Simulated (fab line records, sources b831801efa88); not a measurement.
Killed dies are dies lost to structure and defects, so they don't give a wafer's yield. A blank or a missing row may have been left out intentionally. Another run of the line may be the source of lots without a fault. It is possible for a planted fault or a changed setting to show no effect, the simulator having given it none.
fab line records / flow sky130
record lots=7 wafers=21 lastDay=50
route steps=708 shown RES_XHIGH@336 SD_N@342
lots untouched by any fault: they come from a run of this same line in which no faults occurred
startH: start of the lot's first displayed wafer, in hours after the record's first day / waitH: hours since the lot's step before / " the same as in the row above / L1.1+2: one row covering several wafers at once / - no value, or no start given / * or withheld: withheld / < > ~ a bound
route shown NAME@n: a module of which the file shows steps, and the number in the route of the first / usual: mean/standard deviation taken from wafers without a fault / same: alike in all rows / chamber/n: place in a boat / sites: readings site by site / _std_site: standard deviation of those values / _edge_site: mean of outer sites minus mean of inner sites / radiusMm: for every site, how far away it sits from the centre of the wafer / mask NAME#n: copy n / behind: the tool/chamber that last shaped the wafer / hold: cause of the lot's hold/its duration in hours/its outcome / device: names the non-switching transistor (n, p or np) / end of line: the route-end tests of the same wafers / for a step that has no rows: nothing shown but its recipe / killed: dies lost to structure and defects at the first sort, not the wafer's yield / map: per-die view of a wafer (x killed, . not killed, _ where there is no die)
set.NAME: the setting as run; set.NAME@STEP: as run at that earlier step / model.NAME: the simulator's own value behind a step, which no gauge read
certain route steps with their lots: each step a table, each wafer a row
services: a tool's chamber out of use, with start hour (startH, from the record's first day; less than 0 if before it), hours out, and reason
## steps
# step SKY_RES_XHIGH_EXPOSE_04
# recipe maskId=URPM na=0.6 sourceShape=conventional sigmaOuter=0.6 polarization=unpolarized targetCdNm=1270 doseMj=140
# step SKY_RES_XHIGH_PEB_05
# recipe tempC=withheld timeS=* resist=NOVOLAK
# step SKY_RES_XHIGH_DEVELOP_06
# recipe resist=NOVOLAK developer=TMAH developTimeS=60 devTempC=23
# step SKY_RES_XHIGH_IMPLANT_07
# recipe species=BF2 energyKev=20 doseCm2=3.6e+14 tiltDeg=0
# step SKY_RES_XHIGH_STRIP_08
# recipe chemistry=O2/N2 powerW=1400 pressureMtorr=1500 platenTempC=withheld o2FlowSccm=3000 n2FlowSccm=300 overashFraction=0.5
# usual drypumpMotorCurrentA=5.8/0.46 oesProductAu=0.711/0.0048 stripTimeToEndpointS=14.27/0.044
# same overashFraction=0.5
lot.wafer=L502.1 tool=plasmaAsher-01 chamber=1 startH=682.69 waitH=0.1 drypumpMotorCurrentA=4.8 oesProductAu=0.704 rfHoursCounterH=99 stripTimeToEndpointS=14.29
lot.wafer=L502.2 tool=plasmaAsher-01 chamber=0 startH=682.69 waitH=0.1 drypumpMotorCurrentA=6.3 oesProductAu=0.704 rfHoursCounterH=99 stripTimeToEndpointS=14.26
lot.wafer=L502.5 tool=plasmaAsher-01 chamber=1 startH=682.69 waitH=0.1 drypumpMotorCurrentA=4.8 oesProductAu=0.707 rfHoursCounterH=- stripTimeToEndpointS=14.29
lot.wafer=L507.2 tool=plasmaAsher-04 chamber=1 startH=722.72 waitH=0.1 drypumpMotorCurrentA=5.4 oesProductAu=0.712 rfHoursCounterH=30 stripTimeToEndpointS=14.34
lot.wafer=L507.4 tool=plasmaAsher-04 chamber=0 startH=722.72 waitH=0.1 drypumpMotorCurrentA=6.0 oesProductAu=0.709 rfHoursCounterH=- stripTimeToEndpointS=14.31
lot.wafer=L507.5 tool=plasmaAsher-04 chamber=1 startH=722.72 waitH=0.1 drypumpMotorCurrentA=5.4 oesProductAu=0.712 rfHoursCounterH=- stripTimeToEndpointS=14.30
lot.wafer=L508.2 tool=plasmaAsher-02 chamber=1 startH=734.57 waitH=0.1 drypumpMotorCurrentA=5.6 oesProductAu=0.704 rfHoursCounterH=94 stripTimeToEndpointS=14.29
lot.wafer=L508.5 tool=plasmaAsher-02 chamber=1 startH=734.57 waitH=0.1 drypumpMotorCurrentA=5.6 oesProductAu=0.713 rfHoursCounterH=- stripTimeToEndpointS=14.25
lot.wafer=L508.6 tool=plasmaAsher-02 chamber=0 startH=734.57 waitH=0.1 drypumpMotorCurrentA=6.3 oesProductAu=0.714 rfHoursCounterH=- stripTimeToEndpointS=14.26
lot.wafer=L509.2 tool=plasmaAsher-04 chamber=0 startH=757.34 waitH=0.1 drypumpMotorCurrentA=6.0 oesProductAu=0.709 rfHoursCounterH=33 stripTimeToEndpointS=14.26
lot.wafer=L509.3 tool=plasmaAsher-04 chamber=1 startH=757.34 waitH=0.1 drypumpMotorCurrentA=5.3 oesProductAu=0.711 rfHoursCounterH=- stripTimeToEndpointS=14.24
lot.wafer=L509.6 tool=plasmaAsher-04 chamber=1 startH=757.34 waitH=0.1 drypumpMotorCurrentA=5.3 oesProductAu=0.713 rfHoursCounterH=- stripTimeToEndpointS=14.22
lot.wafer=L512.2 tool=plasmaAsher-01 chamber=0 startH=766.24 waitH=0.1 drypumpMotorCurrentA=6.3 oesProductAu=0.713 rfHoursCounterH=2 stripTimeToEndpointS=14.32
lot.wafer=L512.4 tool=plasmaAsher-01 chamber=1 startH=766.24 waitH=0.1 drypumpMotorCurrentA=4.8 oesProductAu=0.707 rfHoursCounterH=- stripTimeToEndpointS=14.29
lot.wafer=L512.6 tool=plasmaAsher-01 chamber=0 startH=766.24 waitH=0.1 drypumpMotorCurrentA=6.3 oesProductAu=0.706 rfHoursCounterH=- stripTimeToEndpointS=14.29
lot.wafer=L516.1 tool=plasmaAsher-01 chamber=1 startH=791.49 waitH=0.1 drypumpMotorCurrentA=4.8 oesProductAu=0.712 rfHoursCounterH=4 stripTimeToEndpointS=14.29
lot.wafer=L516.2 tool=plasmaAsher-01 chamber=0 startH=791.49 waitH=0.1 drypumpMotorCurrentA=6.3 oesProductAu=0.702 rfHoursCounterH=4 stripTimeToEndpointS=14.26
lot.wafer=L516.6 tool=plasmaAsher-01 chamber=1 startH=791.49 waitH=0.1 drypumpMotorCurrentA=4.8 oesProductAu=0.712 rfHoursCounterH=- stripTimeToEndpointS=14.30
lot.wafer=L515.1 tool=plasmaAsher-04 chamber=1 startH=791.97 waitH=0.1 drypumpMotorCurrentA=5.3 oesProductAu=0.706 rfHoursCounterH=37 stripTimeToEndpointS=14.27
lot.wafer=L515.3 tool=plasmaAsher-04 chamber=0 startH=791.97 waitH=0.1 drypumpMotorCurrentA=6.0 oesProductAu=0.723 rfHoursCounterH=- stripTimeToEndpointS=14.24
lot.wafer=L515.5 tool=plasmaAsher-04 chamber=1 startH=791.97 waitH=0.1 drypumpMotorCurrentA=5.3 oesProductAu=0.703 rfHoursCounterH=- stripTimeToEndpointS=14.26
# step SKY_RES_XHIGH_TW_MEAS_09
# usual RES_XHIGH_TW=1632/12
lot.wafer=L502.1 tool=filmMetro-02 chamber=- startH=682.79 waitH=0.1 RES_XHIGH_TW=1625
lot.wafer=L502.2 tool=filmMetro-02 chamber=- startH=682.79 waitH=0.1 RES_XHIGH_TW=1638
lot.wafer=L502.5 tool=filmMetro-02 chamber=- startH=682.79 waitH=0.1 RES_XHIGH_TW=1628
lot.wafer=L507.2 tool=filmMetro-01 chamber=- startH=722.83 waitH=0.1 RES_XHIGH_TW=1634
lot.wafer=L507.4 tool=filmMetro-01 chamber=- startH=722.83 waitH=0.1 RES_XHIGH_TW=1625
lot.wafer=L507.5 tool=filmMetro-01 chamber=- startH=722.83 waitH=0.1 RES_XHIGH_TW=1628
lot.wafer=L508.2 tool=filmMetro-01 chamber=- startH=734.68 waitH=0.1 RES_XHIGH_TW=1625
lot.wafer=L508.5 tool=filmMetro-01 chamber=- startH=734.68 waitH=0.1 RES_XHIGH_TW=1633
lot.wafer=L508.6 tool=filmMetro-01 chamber=- startH=734.68 waitH=0.1 RES_XHIGH_TW=1623
lot.wafer=L509.2 tool=filmMetro-01 chamber=- startH=757.45 waitH=0.1 RES_XHIGH_TW=1633
lot.wafer=L509.3 tool=filmMetro-01 chamber=- startH=757.45 waitH=0.1 RES_XHIGH_TW=1640
lot.wafer=L509.6 tool=filmMetro-01 chamber=- startH=757.45 waitH=0.1 RES_XHIGH_TW=1630
lot.wafer=L512.2 tool=filmMetro-01 chamber=- startH=766.35 waitH=0.1 RES_XHIGH_TW=1638
lot.wafer=L512.4 tool=filmMetro-01 chamber=- startH=766.35 waitH=0.1 RES_XHIGH_TW=1650
lot.wafer=L512.6 tool=filmMetro-01 chamber=- startH=766.35 waitH=0.1 RES_XHIGH_TW=1646
lot.wafer=L516.1 tool=filmMetro-03 chamber=- startH=791.59 waitH=0.1 RES_XHIGH_TW=1624
lot.wafer=L516.2 tool=filmMetro-03 chamber=- startH=791.59 waitH=0.1 RES_XHIGH_TW=1630
lot.wafer=L516.6 tool=filmMetro-03 chamber=- startH=791.59 waitH=0.1 RES_XHIGH_TW=1631
lot.wafer=L515.1 tool=filmMetro-01 chamber=- startH=792.07 waitH=0.1 RES_XHIGH_TW=1633
lot.wafer=L515.3 tool=filmMetro-01 chamber=- startH=792.07 waitH=0.1 RES_XHIGH_TW=1627
lot.wafer=L515.5 tool=filmMetro-01 chamber=- startH=792.07 waitH=0.1 RES_XHIGH_TW=1627
# step SKY_SD_N_DEHYDRATE_00
# recipe tempC=200 timeS=60
# step SKY_SD_N_HMDS_01
# recipe primeTimeS=60 primeTempC=120
# step SKY_SD_N_COAT_02
# recipe resist=NOVOLAK spinRpm=3000 resistThkNm=1140
# step SKY_SD_N_SOFTBAKE_03
# recipe tempC=90 timeS=60 resist=NOVOLAK
# step SKY_SD_N_EXPOSE_04
# recipe maskId=NSDM na=0.6 sourceShape=conventional sigmaOuter=0.6 polarization=unpolarized targetCdNm=380 doseMj=141
# step SKY_SD_N_PEB_05
# recipe tempC=withheld timeS=* resist=NOVOLAK
# step SKY_SD_N_DEVELOP_06
# recipe resist=NOVOLAK developer=TMAH developTimeS=60 devTempC=23
# usual chillPlateTempC=22.99/0.1 developTimeS=60/0
lot.wafer=L502.1 tool=lithoTrack-04 chamber=0 startH=710.24 waitH=0.1 chillPlateTempC=22.91 developTimeS=60
lot.wafer=L502.2 tool=lithoTrack-04 chamber=0 startH=710.24 waitH=0.1 chillPlateTempC=22.89 developTimeS=60
lot.wafer=L502.5 tool=lithoTrack-04 chamber=0 startH=710.24 waitH=0.1 chillPlateTempC=22.94 developTimeS=60
lot.wafer=L507.2 tool=lithoTrack-02 chamber=- startH=750.21 waitH=0.1 chillPlateTempC=- developTimeS=-
lot.wafer=L507.4 tool=lithoTrack-02 chamber=- startH=750.21 waitH=0.1 chillPlateTempC=- developTimeS=-
lot.wafer=L507.5 tool=lithoTrack-02 chamber=- startH=750.21 waitH=0.1 chillPlateTempC=- developTimeS=-
lot.wafer=L508.2 tool=lithoTrack-02 chamber=- startH=761.61 waitH=0.1 chillPlateTempC=- developTimeS=-
lot.wafer=L508.5 tool=lithoTrack-02 chamber=- startH=761.61 waitH=0.1 chillPlateTempC=- developTimeS=-
lot.wafer=L508.6 tool=lithoTrack-02 chamber=- startH=761.61 waitH=0.1 chillPlateTempC=- developTimeS=-
lot.wafer=L509.2 tool=lithoTrack-04 chamber=- startH=783.37 waitH=0.1 chillPlateTempC=- developTimeS=-
lot.wafer=L509.3 tool=lithoTrack-04 chamber=- startH=783.37 waitH=0.1 chillPlateTempC=- developTimeS=-
lot.wafer=L509.6 tool=lithoTrack-04 chamber=- startH=783.37 waitH=0.1 chillPlateTempC=- developTimeS=-
lot.wafer=L512.2 tool=lithoTrack-01 chamber=0 startH=792.88 waitH=0.1 chillPlateTempC=22.92 developTimeS=60
lot.wafer=L512.4 tool=lithoTrack-01 chamber=0 startH=792.88 waitH=0.1 chillPlateTempC=22.94 developTimeS=60
lot.wafer=L512.6 tool=lithoTrack-01 chamber=0 startH=792.88 waitH=0.1 chillPlateTempC=22.96 developTimeS=60
lot.wafer=L516.1 tool=lithoTrack-04 chamber=0 startH=817.09 waitH=0.1 chillPlateTempC=23.01 developTimeS=60
lot.wafer=L516.2 tool=lithoTrack-04 chamber=0 startH=817.09 waitH=0.1 chillPlateTempC=23.09 developTimeS=60
lot.wafer=L516.6 tool=lithoTrack-04 chamber=0 startH=817.09 waitH=0.1 chillPlateTempC=22.95 developTimeS=60
lot.wafer=L515.1 tool=lithoTrack-01 chamber=0 startH=817.41 waitH=0.1 chillPlateTempC=22.97 developTimeS=60
lot.wafer=L515.3 tool=lithoTrack-01 chamber=0 startH=817.41 waitH=0.1 chillPlateTempC=22.91 developTimeS=60
lot.wafer=L515.5 tool=lithoTrack-01 chamber=0 startH=817.41 waitH=0.1 chillPlateTempC=22.95 developTimeS=60
# step SKY_SD_N_CD_MEAS_07
# recipe targetCdNm=380
# usual cdNm=379.6/2.1
lot.wafer=L502.1 tool=cdSem-02 chamber=- startH=710.39 waitH=0.1 cdNm=380.3
lot.wafer=L502.2 tool=cdSem-02 chamber=- startH=710.39 waitH=0.1 cdNm=380.3
lot.wafer=L502.5 tool=cdSem-02 chamber=- startH=710.39 waitH=0.1 cdNm=381.0
lot.wafer=L507.2 tool=cdSem-02 chamber=- startH=750.36 waitH=0.1 cdNm=-
lot.wafer=L507.4 tool=cdSem-02 chamber=- startH=750.36 waitH=0.1 cdNm=-
lot.wafer=L507.5 tool=cdSem-02 chamber=- startH=750.36 waitH=0.1 cdNm=-
lot.wafer=L508.2 tool=cdSem-01 chamber=- startH=761.76 waitH=0.1 cdNm=-
lot.wafer=L508.5 tool=cdSem-01 chamber=- startH=761.76 waitH=0.1 cdNm=-
lot.wafer=L508.6 tool=cdSem-01 chamber=- startH=761.76 waitH=0.1 cdNm=-
lot.wafer=L509.2 tool=cdSem-02 chamber=- startH=783.51 waitH=0.1 cdNm=-
lot.wafer=L509.3 tool=cdSem-02 chamber=- startH=783.51 waitH=0.1 cdNm=-
lot.wafer=L509.6 tool=cdSem-02 chamber=- startH=783.51 waitH=0.1 cdNm=-
lot.wafer=L512.2 tool=cdSem-02 chamber=- startH=793.03 waitH=0.1 cdNm=380.8
lot.wafer=L512.4 tool=cdSem-02 chamber=- startH=793.03 waitH=0.1 cdNm=382.5
lot.wafer=L512.6 tool=cdSem-02 chamber=- startH=793.03 waitH=0.1 cdNm=381.1
lot.wafer=L516.1 tool=cdSem-02 chamber=- startH=817.24 waitH=0.1 cdNm=381.4
lot.wafer=L516.2 tool=cdSem-02 chamber=- startH=817.24 waitH=0.1 cdNm=381.3
lot.wafer=L516.6 tool=cdSem-02 chamber=- startH=817.24 waitH=0.1 cdNm=380.3
lot.wafer=L515.1 tool=cdSem-01 chamber=- startH=817.56 waitH=0.1 cdNm=378.1
lot.wafer=L515.3 tool=cdSem-01 chamber=- startH=817.56 waitH=0.1 cdNm=380.1
lot.wafer=L515.5 tool=cdSem-01 chamber=- startH=817.56 waitH=0.1 cdNm=377.9
## services
tool=plasmaAsher-04 chamber=- startH=674.46 hours=8.6 kind=repair
tool=plasmaAsher-01 chamber=- startH=733.75 hours=9.0 kind=pm
tool=plasmaAsher-01 chamber=0 startH=733.75 hours=9.0 kind=ventCycle
tool=plasmaAsher-01 chamber=1 startH=733.75 hours=9.0 kind=ventCycle
tool=plasmaAsher-01 chamber=0 startH=742.75 hours=- kind=clean
tool=plasmaAsher-01 chamber=1 startH=742.75 hours=- kind=clean
tool=plasmaAsher-01 chamber=- startH=746.86 hours=4.0 kind=repair
tool=plasmaAsher-02 chamber=- startH=781.52 hours=1.0 kind=repair
## key
firstSign step=SKY_SD_N_DEVELOP_06 reading=toolRecord direction=missing
effect none on later readings
metAt SKY_SD_N_DEVELOP_06
struckWafers L507.2,L507.4,L507.5,L508.2,L508.5,L508.6,L509.2,L509.3,L509.6
sortLeftOut L507.2,L507.4,L507.5,L508.2,L508.5,L508.6,L509.2,L509.3,L509.6
testerLeftOut L507,L508,L509
onsetBetween 710.24 750.21
fault kind=skippedStepWhole tool=lithoTrack-02,lithoTrack-04 chamber=- onsetH=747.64 steps=SKY_SD_N_DEVELOP_06 scope=struckLotsOnly
# testerLeftOut: of these lots the tester's yield and bins aren't shown, on N5 and GAA mostly nor the transistor test; their killed dies are dies lost to structure and defects alone, not to doping, threshold or leakage, so they don't give the yield
# sortLeftOut: the simulated sort isn't trusted on such a fault, so these wafers' sort isn't shown, and their yield isn't known
